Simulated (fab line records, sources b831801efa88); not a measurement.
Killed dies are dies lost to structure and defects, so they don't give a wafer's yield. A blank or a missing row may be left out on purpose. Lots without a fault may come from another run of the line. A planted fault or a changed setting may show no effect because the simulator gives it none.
Which tool did it? | flow sfq_line | 7 lots, 21 wafers sampled, at 4 steps of a route of 325

WHAT THE GAUGES READ, wafer by wafer
SFQ_C5_OVL_MEAS_937.
lot  | measured     | on         | C5_OVL (nm)
L850 | day 74 01:36 | overlay-02 | 12 15 18
L855 | day 75 05:56 | overlay-02 | 0 -3 -4
L857 | day 75 10:44 | overlay-02 | 6 11 11
L866 | day 83 00:59 | overlay-02 | 3 8 5
L868 | day 84 18:17 | overlay-02 | 5 2 4
L870 | day 85 08:41 | overlay-02 | -3 5 0
L872 | day 85 13:28 | overlay-02 | 5 0 1

WHICH TOOL RAN EACH LOT (tool, then ch and the chambers of the sampled wafers, then the start)
lot  | SFQ_TRILAYER_I0_VIA_ETCH_VIA_ETCH_034 | SFQ_TRILAYER_M4_BARC_OPEN_METAL_ETCH_123 | SFQ_TRILAYER_JJ_TRILAYER_DEP_SPUTTER_110
L850 | rie_diel-01 ch 2,3, day 17 17:49      | rie_metal-01 ch 0,1, day 54 05:27        | pvd_sputter-06, day 60 02:15
L855 | rie_diel-01 ch 0,1,2, day 19 04:04    | rie_metal-03 ch 0,1, day 55 15:41        | pvd_sputter-03, day 62 02:19
L857 | rie_diel-01 ch 0,1,2, day 21 16:20    | rie_metal-03 ch 0,1, day 57 03:38        | pvd_sputter-06, day 62 11:55
L866 | rie_diel-01 ch 0,1,2, day 25 16:40    | rie_metal-01 ch 0,1, day 61 03:34        | pvd_sputter-03, day 66 11:17
L868 | rie_diel-03 ch 0,1,2, day 26 11:59    | rie_metal-04 ch 0,1, day 61 20:30        | pvd_sputter-04, day 66 23:53
L870 | rie_diel-01 ch 1,3, day 27 09:43      | rie_metal-04 ch 0,1, day 62 06:07        | pvd_sputter-06, day 67 16:35
L872 | rie_diel-01 ch 0,2, day 28 07:19      | rie_metal-04 ch 0, day 62 08:30          | pvd_sputter-06, day 67 21:23
- SFQ_TRILAYER_I0_VIA_ETCH_VIA_ETCH_034: etches SiO2 in CHF3, stops on Nb, target depth 260 nm.
- SFQ_TRILAYER_M4_BARC_OPEN_METAL_ETCH_123: etches BARC in O2, target depth 125 nm, time 41.7 s.
- SFQ_TRILAYER_JJ_TRILAYER_DEP_SPUTTER_110: material Al, target thk 8 nm, time 10 s.

THE ANSWER, worked out from the rows above alone
Rule: what is usual is taken from the lots themselves. Put in order of their means at a reading, lots are off if they are a third of the lots or fewer, leave a main group of 4 or more, and stand apart from it by a gap of 3 or more times the standard deviation of the main group's means; of several such gaps the widest counts. A main group whose means are all the same, to the digits that the tables above print for the reading, isn't used. A lot without any number at a reading at which 4 lots or more have one is off too. The other lots that the step has rows for count as sound.
No lot is off at any reading shown: from this, nothing can be told.

WHAT THE SIMULATOR HAD PUT IN
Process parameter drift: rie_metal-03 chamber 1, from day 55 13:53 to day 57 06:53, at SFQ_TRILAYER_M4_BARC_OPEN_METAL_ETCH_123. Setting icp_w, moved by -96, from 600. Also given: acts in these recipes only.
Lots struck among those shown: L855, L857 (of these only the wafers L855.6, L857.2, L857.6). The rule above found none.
